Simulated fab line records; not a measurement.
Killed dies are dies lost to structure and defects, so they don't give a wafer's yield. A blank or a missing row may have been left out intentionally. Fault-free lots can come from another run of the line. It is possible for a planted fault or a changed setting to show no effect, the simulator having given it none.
Matching of chambers | flow sfq line | 4 sister chambers for SFQ_TRILAYER_A5B_CMP_CMP_130 on cmp-01
The step polishes, stops on Nb, target thk 340.7 nm. 4 wafers are shown with their chamber, then 7 later ones without.

## WAFERS PAIRED WITH THEIR CHAMBERS
wafer  | chamber | motor current A (A)
L833.2 | 3       | 13.0
L834.5 | 0       | 8.7
L835.2 | 2       | 8.0
L835.3 | 1       | 10.6

## WAFERS WITHOUT THEIR CHAMBER
wafer  | motor current A (A)
L835.4 | 8.9
L837.1 | 12.9
L837.3 | 8.8
L837.6 | 7.8
L838.2 | 10.1
L838.5 | 8.6
L838.6 | 13.1

## CHAMBER TAKEN BY EACH
wafer  | from the rows above | in truth
L835.4 | 0                   | 0
L837.1 | 3                   | 3
L837.3 | 0                   | 0
L837.6 | 2                   | 2
L838.2 | 1                   | 1
L838.5 | 0                   | 0
L838.6 | 3                   | 3
Placed correctly: 7 of 7. Can't be placed from these rows: 0. Wrongly placed: 0.
How it was worked out, from the rows above alone: a wafer's distance from a chamber is the root of the sum, over the readings, of the square of ((its reading less the chamber's mean) divided by the reading's scatter). The wafer belongs to the nearest chamber; if the next one is less than 2 further off, it can't be placed. Each chamber's mean is taken over the wafers shown for it. The scatter (one wafer shown for each chamber): square how far every hidden wafer sits from the nearest shown wafer, average those squares and take the square root.
